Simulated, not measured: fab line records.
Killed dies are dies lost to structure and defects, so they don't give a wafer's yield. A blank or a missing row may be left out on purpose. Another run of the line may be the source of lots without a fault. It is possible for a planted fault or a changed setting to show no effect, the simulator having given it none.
Which tool was responsible? | flow sky130 | 12 lots with 36 wafers sampled at 3 steps, on a route of 708 steps

## WHAT EACH GAUGE READ, for each wafer
SKY_VIA1_BOW_MEAS_03.
lot  | measured     | on            | VIA1_BOW (um)
L501 | day 33 09:54 | film-metro-04 | 77 81 84
L502 | day 33 12:25 | film-metro-01 | 79 67 64
L505 | day 35 01:32 | film-metro-04 | 85 63 79
L504 | day 35 03:28 | film-metro-04 | 93 64 74
L506 | day 35 10:55 | film-metro-01 | 73 86 85
L507 | day 35 12:44 | film-metro-02 | 73 78 85
L515 | day 38 02:19 | film-metro-04 | 90 78 86
L518 | day 38 19:22 | film-metro-01 | 68 84 75
L519 | day 39 02:52 | film-metro-01 | 66 87 81
L520 | day 39 04:27 | film-metro-04 | 87 91 79
L521 | day 39 09:02 | film-metro-02 | 68 81 65
L522 | day 39 17:53 | film-metro-01 | 81 71 72

SKY_VIA1_RS_MEAS_22: measures by four-point-probe.
lot  | measured     | on            | VIA1_W_RS (ohm/sq)
L501 | day 34 11:35 | film-metro-01 | 0.418 0.420 0.417
L502 | day 34 15:58 | film-metro-04 | 0.428 0.425 0.429
L505 | day 36 05:14 | film-metro-01 | 0.418 0.428 0.424
L504 | day 36 07:25 | film-metro-02 | 0.428 0.430 0.435
L506 | day 36 13:42 | film-metro-01 | 0.431 0.424 0.429
L507 | day 36 15:31 | film-metro-01 | 0.419 0.417 0.425
L515 | day 39 04:09 | film-metro-01 | 0.423 0.422 0.424
L518 | day 39 20:19 | film-metro-01 | 0.432 0.431 0.423
L519 | day 40 04:23 | film-metro-02 | 0.437 0.429 0.437
L520 | day 40 05:31 | film-metro-01 | 0.427 0.427 0.426
L521 | day 40 10:02 | film-metro-02 | 0.426 0.434 0.426
L522 | day 40 18:59 | film-metro-02 | 0.430 0.419 0.429

## EACH LOT AND THE TOOL THAT RAN IT (in order: tool; ch and the chambers of the sampled wafers; start)
lot  | SKY_METAL1_ETCH_18
L501 | rie-metal-01 ch 0,1, day 33 08:41
L502 | rie-metal-01 ch 1, day 33 11:08
L505 | rie-metal-04 ch 0,1, day 35 00:15
L504 | rie-metal-03 ch 0,1, day 35 02:12
L506 | rie-metal-01 ch 1, day 35 09:41
L507 | rie-metal-04 ch 0,1, day 35 11:29
L515 | rie-metal-03 ch 0,1, day 38 00:57
L518 | rie-metal-04 ch 0,1, day 38 18:02
L519 | rie-metal-03 ch 0,1, day 39 01:33
L520 | rie-metal-04 ch 0,1, day 39 03:08
L521 | rie-metal-04 ch 0,1, day 39 07:45
L522 | rie-metal-01 ch 0,1, day 39 16:39
- SKY_METAL1_ETCH_18: etches BARC in N2/H2, stops on SiO2, time 45.9 s, target depth 60 nm.

## WHAT THE TOOLS THEMSELVES READ (means of the sampled wafers that have a number; where no wafer has one, the mark that the record gives instead)
SKY_METAL1_ETCH_18.
lot  | tool         | chamber-pressure-mTorr (mTorr) | drypump-motor-current-A (A) | oes-product-au (a.u.) | rf-fwd-power-W (W) | throttle-valve-pct (%)
L501 | rie-metal-01 | 30.016                         | 5.7                         | 0.853                 | 496.1              | 13.227
L502 | rie-metal-01 | 30.030                         | 6.1                         | 0.856                 | 495.6              | 13.229
L505 | rie-metal-04 | 30.005                         | 5.3                         | 0.851                 | 493.8              | 13.227
L504 | rie-metal-03 | 30.005                         | 6.2                         | 0.853                 | 495.5              | 13.228
L506 | rie-metal-01 | 30.014                         | 6.1                         | 0.855                 | 491.6              | 13.225
L507 | rie-metal-04 | 30.001                         | 5.3                         | 0.856                 | 493.1              | 13.230
L515 | rie-metal-03 | 29.982                         | 6.3                         | 0.855                 | 492.9              | 13.226
L518 | rie-metal-04 | 29.974                         | 5.4                         | 0.853                 | 494.2              | 13.228
L519 | rie-metal-03 | 29.991                         | 6.3                         | 0.853                 | 492.2              | 13.217
L520 | rie-metal-04 | 29.999                         | 5.0                         | 0.853                 | 494.4              | 13.225
L521 | rie-metal-04 | 30.024                         | 5.3                         | 0.853                 | 494.6              | 13.220
L522 | rie-metal-01 | 29.996                         | 5.3                         | 0.856                 | 496.4              | 13.225

## THE ANSWER, worked out from the rows above alone
Rule: usual is defined by the lots themselves. Put in order of their means at a reading, lots are off if they are a third of the lots or fewer, leave a main group of 4 or more, and stand apart from it by a gap of 3 or more times the standard deviation of the main group's means; of several such gaps the widest counts. A main group is skipped when, at the precision printed for the reading in the tables above, its means are all equal. Also off: a lot with no number at a reading for which 4 or more lots have one. All remaining lots with rows at the step are treated as sound. First the gauges in route order, then the tools' own readings, where a lot's mean is used as printed above. The first step at which some lot is off is used, and at that step the reading that is off furthest; a lot without a number counts as furthest.
Nothing can be told from this: no lot is off at any reading shown.

## WHAT THE SIMULATOR PUT IN
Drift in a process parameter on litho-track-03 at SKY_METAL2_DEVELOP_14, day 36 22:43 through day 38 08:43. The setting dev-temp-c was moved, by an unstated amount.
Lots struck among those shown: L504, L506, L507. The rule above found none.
